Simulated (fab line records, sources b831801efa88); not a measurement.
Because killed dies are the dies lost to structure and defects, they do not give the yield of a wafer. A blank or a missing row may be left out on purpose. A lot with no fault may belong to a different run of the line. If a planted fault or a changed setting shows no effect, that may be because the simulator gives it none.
Matching of chambers / flow sky130 / rie-si-02 running SKY_FIELD_ISO_ETCH_17: 4 sister chambers
The step etches Si in HBr/Cl2/O2, target depth 342 nm, time 97.7 s. 14 wafers are shown with their chamber, then 7 later ones without.

EACH WAFER AND ITS CHAMBER
wafer=L334.3; chamber=0; drypump-motor-current-A (A)=6.1; oes-product-au (a.u.)=0.999; throttle-valve-pct (%)=25.646
wafer=L334.4; chamber=2; drypump-motor-current-A (A)=6.0; oes-product-au (a.u.)=1.009; throttle-valve-pct (%)=25.637
wafer=L334.5; chamber=0; drypump-motor-current-A (A)=6.1; oes-product-au (a.u.)=1.003; throttle-valve-pct (%)=25.662
wafer=L336.1; chamber=2; drypump-motor-current-A (A)=6.0; oes-product-au (a.u.)=1.022; throttle-valve-pct (%)=25.653
wafer=L336.3; chamber=1; drypump-motor-current-A (A)=5.0; oes-product-au (a.u.)=1.006; throttle-valve-pct (%)=25.644
wafer=L336.6; chamber=1; drypump-motor-current-A (A)=5.0; oes-product-au (a.u.)=1.005; throttle-valve-pct (%)=25.645
wafer=L340.4; chamber=2; drypump-motor-current-A (A)=6.0; oes-product-au (a.u.)=1.014; throttle-valve-pct (%)=25.650
wafer=L340.5; chamber=3; drypump-motor-current-A (A)=5.8; oes-product-au (a.u.)=1.014; throttle-valve-pct (%)=25.653
wafer=L340.6; chamber=0; drypump-motor-current-A (A)=6.1; oes-product-au (a.u.)=1.004; throttle-valve-pct (%)=25.657
wafer=L341.2; chamber=0; drypump-motor-current-A (A)=6.0; oes-product-au (a.u.)=1.006; throttle-valve-pct (%)=25.671
wafer=L341.3; chamber=3; drypump-motor-current-A (A)=5.8; oes-product-au (a.u.)=1.010; throttle-valve-pct (%)=25.650
wafer=L341.5; chamber=0; drypump-motor-current-A (A)=6.0; oes-product-au (a.u.)=0.998; throttle-valve-pct (%)=25.658
wafer=L342.2; chamber=1; drypump-motor-current-A (A)=5.0; oes-product-au (a.u.)=0.994; throttle-valve-pct (%)=25.646
wafer=L342.3; chamber=3; drypump-motor-current-A (A)=5.8; oes-product-au (a.u.)=1.019; throttle-valve-pct (%)=25.631

SIGNATURES (means of the wafers above)
reading=drypump-motor-current-A; chamber 0=6.060; chamber 1=5.000; chamber 2=6.000; chamber 3=5.800; scatter within a chamber=0.0346
reading=oes-product-au; chamber 0=1.00200; chamber 1=1.00167; chamber 2=1.01500; chamber 3=1.01433; scatter within a chamber=0.00511
reading=throttle-valve-pct; chamber 0=25.65880; chamber 1=25.64500; chamber 2=25.64667; chamber 3=25.64467; scatter within a chamber=0.00871
Rule: for each reading, subtract the chamber's mean from the wafer's reading, divide by that reading's scatter and square the result; add these up over the readings and take the root, which gives the wafer's distance from the chamber. The wafer belongs to the nearest chamber; if the next one is less than 2 further off, it can't be placed. The scatter is the square root of a quotient: the sum, over the shown wafers, of each reading's squared deviation from its chamber's mean, divided by wafers minus chambers.

WAFERS MISSING THEIR CHAMBER
wafer=L342.5; drypump-motor-current-A (A)=6.0; oes-product-au (a.u.)=1.002; throttle-valve-pct (%)=25.658
wafer=L349.3; drypump-motor-current-A (A)=6.0; oes-product-au (a.u.)=1.007; throttle-valve-pct (%)=25.668
wafer=L349.5; drypump-motor-current-A (A)=5.8; oes-product-au (a.u.)=1.009; throttle-valve-pct (%)=25.660
wafer=L349.6; drypump-motor-current-A (A)=6.0; oes-product-au (a.u.)=1.001; throttle-valve-pct (%)=25.639
wafer=L350.1; drypump-motor-current-A (A)=5.0; oes-product-au (a.u.)=1.001; throttle-valve-pct (%)=25.663
wafer=L350.4; drypump-motor-current-A (A)=6.0; oes-product-au (a.u.)=0.997; throttle-valve-pct (%)=25.663
wafer=L350.5; drypump-motor-current-A (A)=5.8; oes-product-au (a.u.)=1.006; throttle-valve-pct (%)=25.660

THE CHAMBER EACH PASSED THROUGH
wafer=L342.5; from the rows above=can't be placed: 0 or 2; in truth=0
wafer=L349.3; from the rows above=can't be placed: 0 or 2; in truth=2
wafer=L349.5; from the rows above=3; in truth=3
wafer=L349.6; from the rows above=can't be placed: 0 or 2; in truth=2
wafer=L350.1; from the rows above=1; in truth=1
wafer=L350.4; from the rows above=can't be placed: 0 or 2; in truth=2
wafer=L350.5; from the rows above=3; in truth=3
3 of 7 placed correctly. Can't be placed from these rows: 4 (the true chamber is among the candidates in 4). Number placed wrongly: 0.
